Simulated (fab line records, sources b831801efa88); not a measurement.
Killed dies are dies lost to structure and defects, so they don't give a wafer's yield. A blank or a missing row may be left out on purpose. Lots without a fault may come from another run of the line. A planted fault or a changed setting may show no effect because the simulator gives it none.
Which tool did it? | flow gf180mcu | 6 lots, 18 wafers sampled, at 4 steps of a route of 602

WHAT THE GAUGES READ, wafer by wafer
GF_VT_IMPLANT_TW_MEAS_43.
lot  | measured     | on            | VT_IMPLANT_4_TW
L276 | day 8 00:18  | film_metro-04 | 688 691 692
L279 | day 8 16:47  | film_metro-03 | 691 688 694
L282 | day 9 13:57  | film_metro-04 | 686 686 689
L285 | day 10 07:35 | film_metro-03 | 694 687 687
L287 | day 10 23:02 | film_metro-04 | 687 684 685
L298 | day 14 03:21 | film_metro-01 | 691 696 691

WHICH TOOL RAN EACH LOT (tool, then ch and the chambers of the sampled wafers, then the start)
lot  | GF_MVPSD_COAT_02                  | GF_MVPSD_STRIP_10                    | GF_VT_IMPLANT_STRIP_20
L276 | litho_track-01 ch 0, day 5 03:06  | plasma_asher-01 ch 0,1, day 5 10:53  | plasma_asher-02 ch 0,1, day 6 16:44
L279 | litho_track-02 ch 0, day 5 17:17  | plasma_asher-02 ch 0,1, day 6 01:25  | plasma_asher-04 ch 0,1, day 7 08:23
L282 | litho_track-01 ch 0, day 6 10:57  | plasma_asher-03 ch 0,1, day 6 18:42  | plasma_asher-02 ch 0,1, day 8 03:26
L285 | litho_track-01 ch 0, day 7 03:57  | plasma_asher-01 ch 0,1, day 7 11:55  | plasma_asher-01 ch 0,1, day 8 21:17
L287 | litho_track-02 ch 0, day 7 17:31  | plasma_asher-01 ch 0,1, day 8 02:33  | plasma_asher-01 ch 0,1, day 9 11:44
L298 | litho_track-01 ch 0, day 10 11:41 | plasma_asher-02 ch 0,1, day 10 20:48 | plasma_asher-04 ch 0,1, day 12 10:50
- GF_MVPSD_COAT_02: resist thk 3000 nm.
- GF_MVPSD_STRIP_10: strips in O2/N2.
- GF_VT_IMPLANT_STRIP_20: strips in O2/N2.

THE ANSWER, worked out from the rows above alone
Rule: what is usual is taken from the lots themselves. Put in order of their means at a reading, lots are off if they are a third of the lots or fewer, leave a main group of 4 or more, and stand apart from it by a gap of 3 or more times the standard deviation of the main group's means; of several such gaps the widest counts. A main group whose means are all the same, to the digits that the tables above print for the reading, isn't used. A lot without any number at a reading at which 4 lots or more have one is off too. The other lots that the step has rows for count as sound.
No lot is off at any reading shown: from this, nothing can be told.

WHAT THE SIMULATOR HAD PUT IN
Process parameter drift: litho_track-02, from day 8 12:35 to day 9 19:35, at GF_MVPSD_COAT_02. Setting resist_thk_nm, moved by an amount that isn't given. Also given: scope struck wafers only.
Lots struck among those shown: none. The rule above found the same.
